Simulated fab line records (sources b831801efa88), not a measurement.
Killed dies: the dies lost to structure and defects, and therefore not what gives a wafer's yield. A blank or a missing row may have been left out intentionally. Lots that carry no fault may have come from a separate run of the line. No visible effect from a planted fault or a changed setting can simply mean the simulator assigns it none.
A lot that was struck, set against a sound lot | flow sky130 | 43 steps out of a route of 708
Sound: these wafers, L331.3, L331.4, L331.6. Struck: wafer L322.6 (L322.1, L322.5, from the same lot, were not struck and are left out); the cause is given at the end.
Each step with rows lists, per side, the tool, then ch with its chambers, then its first start. Under that, the readings that differ: sound wafers | struck wafers | difference of the means | sigmas: that difference in standard deviations of wafers without a fault.
alike: words and numbers the same on both sides, and readings whose means are apart by under 2 such deviations; not compared: readings that were withheld, readings missing a value for some wafer, numbers with overlapping values and no deviation given by the record, and bounds like >300 which may hide the same value.
The two part at a step that has a row with sigmas, a row that says differs or no value, or rows on one side only. Numbers that have no deviation but don't overlap get no sigmas and don't part them. Lack of a reading on every wafer of one side parts them only where that side has two or more wafers.

SKY_VT_ADJUST_LVTN_OVL_MEAS_07:
  sound on overlay-01, day 11 02:34; struck on overlay-02, day 8 10:38
  alike: VT_ADJUST_LVTN_OVL
next, for these wafers, 1 step has no rows: SKY_VT_ADJUST_LVTN_IMPLANT_08.
SKY_VT_ADJUST_LVTN_STRIP_09: strips in O2/N2.
  sound on plasma asher-01 ch 0,1, day 11 02:47; struck on plasma asher-02 ch 1, day 8 10:50
  alike: drypump motor current A, oes product au, strip time to endpoint s
  not compared: rf hours counter h
SKY_VT_ADJUST_LVTN_TW_MEAS_10:
  sound on film metro-02, day 11 02:52; struck on film metro-04, day 8 10:56
  alike: VT_ADJUST_LVTN_TW
then, 7 steps without rows for these wafers: SKY_VT_ADJUST_LVTN_DEHYDRATE_11 (time 60 s); SKY_VT_ADJUST_LVTN_HMDS_12 (prime time 60 s); SKY_VT_ADJUST_LVTN_COAT_13 (resist thk 1140 nm); SKY_VT_ADJUST_LVTN_SOFTBAKE_14 (time 60 s); SKY_VT_ADJUST_LVTN_EXPOSE_15 (exposes mask HVN STD DERIVED, target cd 600 nm); SKY_VT_ADJUST_LVTN_PEB_16; SKY_VT_ADJUST_LVTN_DEVELOP_17 (develop time 60 s).
SKY_VT_ADJUST_LVTN_OVL_MEAS_18:
  sound on overlay-01, day 12 02:37; struck on overlay-01, day 9 07:05
  reading                    | sound          | struck | difference | sigmas
  VT_ADJUST_LVTN_01_OVL (nm) | -2.1 -2.3 -3.4 | 0.1    | +2.7       | +2
SKY_VT_ADJUST_LVTN_IMPLANT_19:
  sound on implanter-04 ch 0, day 12 02:41; struck on implanter-03 ch 0, day 9 07:08
  alike: beam energy keV
SKY_VT_ADJUST_LVTN_STRIP_20: strips in O2/N2.
  sound on plasma asher-04 ch 0,1, day 12 02:50; struck on plasma asher-02 ch 0, day 9 07:17
  alike: drypump motor current A, oes product au, strip time to endpoint s
  not compared: rf hours counter h
SKY_VT_ADJUST_LVTN_TW_MEAS_21:
  sound on film metro-02, day 12 02:55; struck on film metro-04, day 9 07:23
  reading             | sound             | struck | difference | sigmas
  VT_ADJUST_LVTN_2_TW | 187.4 187.9 188.2 | 183.3  | -4.5       | -2
then, 7 steps without rows for these wafers: SKY_VT_ADJUST_NCORE_DEHYDRATE_00 (time 60 s); SKY_VT_ADJUST_NCORE_HMDS_01 (prime time 60 s); SKY_VT_ADJUST_NCORE_COAT_02 (resist thk 1140 nm); SKY_VT_ADJUST_NCORE_SOFTBAKE_03 (time 60 s); SKY_VT_ADJUST_NCORE_EXPOSE_04 (exposes mask LVTN COMPLEMENT THIN, target cd 380 nm); SKY_VT_ADJUST_NCORE_PEB_05; SKY_VT_ADJUST_NCORE_DEVELOP_06 (develop time 60 s).
SKY_VT_ADJUST_NCORE_CD_MEAS_07: target cd 380 nm.
  sound on cd sem-01, day 13 03:30; struck on cd sem-01, day 10 05:08
  alike: cd nm
SKY_VT_ADJUST_NCORE_OVL_MEAS_08:
  sound on overlay-01, day 13 03:35; struck on overlay-01, day 10 05:16
  alike: VT_ADJUST_NCORE_OVL
next, for these wafers, 1 step has no rows: SKY_VT_ADJUST_NCORE_IMPLANT_09.
SKY_VT_ADJUST_NCORE_STRIP_10: strips in O2/N2.
  sound on plasma asher-01 ch 0,1, day 13 03:48; struck on plasma asher-02 ch 1, day 10 05:27
  alike: drypump motor current A, oes product au, strip time to endpoint s
  not compared: rf hours counter h
SKY_VT_ADJUST_NCORE_TW_MEAS_11:
  sound on film metro-01, day 13 03:53; struck on film metro-02, day 10 05:33
  alike: VT_ADJUST_NCORE_TW
then, 7 steps without rows for these wafers: SKY_VT_ADJUST_HVTR_DEHYDRATE_00 (time 60 s); SKY_VT_ADJUST_HVTR_HMDS_01 (prime time 60 s); SKY_VT_ADJUST_HVTR_COAT_02 (resist thk 1140 nm); SKY_VT_ADJUST_HVTR_SOFTBAKE_03 (time 60 s); SKY_VT_ADJUST_HVTR_EXPOSE_04 (exposes mask HVTRM, target cd 380 nm); SKY_VT_ADJUST_HVTR_PEB_05; SKY_VT_ADJUST_HVTR_DEVELOP_06 (develop time 60 s).
SKY_VT_ADJUST_HVTR_CD_MEAS_07: target cd 380 nm.
  sound on cd sem-02, day 14 03:48; struck on cd sem-01, day 11 03:49
  alike: cd nm
SKY_VT_ADJUST_HVTR_OVL_MEAS_08:
  sound on overlay-01, day 14 03:53; struck on overlay-02, day 11 03:56
  alike: VT_ADJUST_HVTR_OVL
next, for these wafers, 1 step has no rows: SKY_VT_ADJUST_HVTR_IMPLANT_09.
SKY_VT_ADJUST_HVTR_STRIP_10: strips in O2/N2.
  sound on plasma asher-04 ch 0,1, day 14 04:06; struck on plasma asher-04 ch 0, day 11 04:07
  alike: drypump motor current A, oes product au, strip time to endpoint s
  not compared: rf hours counter h
SKY_VT_ADJUST_HVTR_TW_MEAS_11:
  sound on film metro-03, day 14 04:11; struck on film metro-03, day 11 04:13
  alike: VT_ADJUST_HVTR_TW
then, 3 steps without rows for these wafers: SKY_VT_ADJUST_PCH_DEHYDRATE_00 (time 60 s); SKY_VT_ADJUST_PCH_HMDS_01 (prime time 60 s); SKY_VT_ADJUST_PCH_COAT_02 (resist thk 3000 nm).
-- here the record skips 38 days between the struck wafers' starts before and after, leaving off in module VT_ADJUST_PCH and picking up in module PAD_OPEN (first step shown: number 708 of the route) --
SKY_PAD_OPEN_PROBE_99:
  sound on prober-02, day 50 00:01; struck on prober-01, day 49 14:07
  reading                               | sound                    | struck  | difference | sigmas
  killed_at_M0_to_M3                    | 54 52 41                 | 26      | -23        | -3
  killed_at_M4_up                       | 2 2 4                    | 7       | +4         | +2
  model.etest.nfet g5v0d10v5.vt v range | 0.008606 0.01579 0.01631 | 0.02874 | +0.01517   |
  alike: killed at contacts, killed at front end, killed at other, killed dies, killed open, killed short

== WHERE THEY PART ==
Earliest at SKY_VT_ADJUST_LVTN_OVL_MEAS_18; latest, in this record, at SKY_PAD_OPEN_PROBE_99.

WHY: whatever the simulator had introduced
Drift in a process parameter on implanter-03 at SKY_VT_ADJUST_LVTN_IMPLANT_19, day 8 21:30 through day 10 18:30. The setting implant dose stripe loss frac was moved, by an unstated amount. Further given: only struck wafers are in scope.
